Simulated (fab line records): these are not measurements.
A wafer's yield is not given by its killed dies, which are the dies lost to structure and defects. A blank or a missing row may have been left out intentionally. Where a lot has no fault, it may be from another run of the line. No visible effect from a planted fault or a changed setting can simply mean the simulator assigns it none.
Which tool is to blame? -- flow sky130 -- 13 lots with 39 wafers sampled at 5 steps, on a route of 708 steps

WHAT THE GAUGES READ, wafer by wafer
SKY_SD_N_CD_MEAS_07 targets a cd of 380 nm.
lot,measured,on,cd-nm (nm)
L326,day 29 07:58,cd-sem-01,379.4 380.5 379.1
L328,day 29 10:14,cd-sem-01,382.2 383.2 381.4
L330,day 30 00:50,cd-sem-02,380.3 382.1 379.8
L329,day 30 08:48,cd-sem-02,378.6 378.1 377.9
L332,day 30 15:01,cd-sem-02,380.8 381.2 381.9
L334,day 31 10:28,cd-sem-02,379.9 377.4 378.7
L335,day 31 18:40,cd-sem-01,381.9 380.8 382.7
L338,day 32 05:16,cd-sem-01,379.2 379.9 378.3
L337,day 32 06:51,cd-sem-02,376.9 377.7 375.4
L339,day 33 01:52,cd-sem-01,378.9 377.7 380.4
L341,day 33 16:53,cd-sem-02,379.0 380.5 377.6
L346,day 34 19:38,cd-sem-01,379.8 379.3 379.3
L347,day 35 06:57,cd-sem-01,380.8 382.8 383.4

SKY_SD_N_RS_MEAS_18: measures by four-point-probe.
lot,measured,on,RES_XHIGH_RS (ohm/sq)
L326,day 29 09:02,film-metro-04,332.1 332.0 332.9
L328,day 29 11:18,film-metro-04,332.7 332.3 332.6
L330,day 30 01:55,film-metro-04,333.1 332.3 332.7
L329,day 30 09:53,film-metro-04,331.6 334.3 333.3
L332,day 30 16:05,film-metro-02,332.4 331.3 332.5
L334,day 31 11:33,film-metro-04,333.1 334.8 334.3
L335,day 31 19:47,film-metro-04,332.3 332.5 333.1
L338,day 32 06:21,film-metro-03,332.5 332.6 332.6
L337,day 32 07:56,film-metro-03,332.4 332.5 331.9
L339,day 33 02:57,film-metro-03,334.3 334.6 334.6
L341,day 33 17:58,film-metro-03,333.1 331.7 333.3
L346,day 34 20:43,film-metro-03,331.0 331.0 333.4
L347,day 35 08:02,film-metro-02,333.2 333.4 334.2

SKY_LI_CONTACT_THK_MEAS_01.
lot,measured,on,LI_CONTACT_HDPCVD_THK (nm)
L326,day 29 09:16,film-metro-03,923 916 923
L328,day 29 11:31,film-metro-02,909 904 906
L330,day 30 02:12,film-metro-04,943 934 936
L329,day 30 10:07,film-metro-02,931 932 914
L332,day 30 16:19,film-metro-02,947 930 924
L334,day 31 11:47,film-metro-03,926 926 924
L335,day 31 20:03,film-metro-03,925 930 921
L338,day 32 06:35,film-metro-02,750 763 759
L337,day 32 08:10,film-metro-04,764 764 767
L339,day 33 03:11,film-metro-02,771 769 748
L341,day 33 18:12,film-metro-02,938 942 912
L346,day 34 20:57,film-metro-04,928 929 927
L347,day 35 08:16,film-metro-04,932 913 917

SKY_LI_CONTACT_BOW_MEAS_03.
lot,measured,on,LI_CONTACT_BOW (um)
L326,day 29 09:38,film-metro-04,51 61 56
L328,day 29 11:54,film-metro-02,44 69 61
L330,day 30 02:34,film-metro-02,47 57 68
L329,day 30 10:29,film-metro-04,48 56 55
L332,day 30 16:41,film-metro-04,49 61 49
L334,day 31 12:09,film-metro-04,49 61 57
L335,day 31 20:27,film-metro-04,62 58 66
L338,day 32 06:57,film-metro-04,51 41 50
L337,day 32 08:32,film-metro-04,58 50 62
L339,day 33 03:32,film-metro-03,45 51 55
L341,day 33 18:34,film-metro-02,47 68 61
L346,day 34 21:19,film-metro-03,58 50 49
L347,day 35 08:38,film-metro-02,54 52 55

EACH LOT AND THE TOOL THAT RAN IT (in order: tool; ch and the chambers of the sampled wafers; start)
lot,SKY_LI_CONTACT_HDPCVD_00
L326,"hdpcvd-02 ch 0,1, day 29 09:09"
L328,"hdpcvd-02 ch 0,1,2, day 29 11:26"
L330,"hdpcvd-01 ch 1,2, day 30 02:03"
L329,"hdpcvd-01 ch 0,1, day 30 10:00"
L332,"hdpcvd-01 ch 0,1,2, day 30 16:11"
L334,"hdpcvd-01 ch 1,2, day 31 11:40"
L335,"hdpcvd-02 ch 0,1, day 31 19:57"
L338,"hdpcvd-02 ch 0,1,2, day 32 06:28"
L337,"hdpcvd-02 ch 0,1,2, day 32 08:03"
L339,"hdpcvd-02 ch 0,1,2, day 33 03:05"
L341,"hdpcvd-01 ch 0,1,2, day 33 18:05"
L346,"hdpcvd-01 ch 0,1,2, day 34 20:51"
L347,"hdpcvd-01 ch 0,2, day 35 08:08"
- SKY_LI_CONTACT_HDPCVD_00: deposits PSG, target thk 930 nm, time 155 s.

AS READ BY THE TOOLS THEMSELVES (means over the sampled wafers that have a number; for cases with no such wafer, the mark the record gives instead)
The record holds no such reading with a usual standard deviation.

THE ANSWER, worked out from the rows above alone
Rule: the usual values come from the lots themselves. Put in order of their means at a reading, lots are off if they are a third of the lots or fewer, leave a main group of 4 or more, and stand apart from it by a gap of 3 or more times the standard deviation of the main group's means; of several such gaps the widest counts. The tables above print the reading to a certain number of digits; a main group whose means all agree to those digits is not used. A lot without any number at a reading at which 4 lots or more have one is off too. Any other lot the step has rows for is counted as sound. After the gauges, taken in route order, come the tools' own readings; for these a lot's mean is taken, as printed above. At the first step where some lot is off, the reading lying furthest off is the one used; lots without a number count as furthest.
Off: L338, L337, L339, at SKY_LI_CONTACT_THK_MEAS_01 (LI_CONTACT_HDPCVD_THK). Main group: mean 925 nm, sd 8.1.
A tool fits if, at a process step before that reading, it ran every lot that is off, and no sound lot after the first of them. Those tools and the gauges at SKY_LI_CONTACT_THK_MEAS_01 are tried in the same way. One candidate fits, namely hdpcvd-02 at SKY_LI_CONTACT_HDPCVD_00. Its last sound lot is L335 (day 31 19:57), its first lot that is off L338 (day 32 06:28): a fault that began between those two fits.

WHAT THE SIMULATOR PUT IN
Site profile drift: hdpcvd-02, from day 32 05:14 on, at SKY_LI_CONTACT_HDPCVD_00. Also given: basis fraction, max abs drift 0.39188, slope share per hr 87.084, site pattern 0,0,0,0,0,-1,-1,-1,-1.
Shown lots that were struck: L338, L337, L339. The same result came from the rule above.
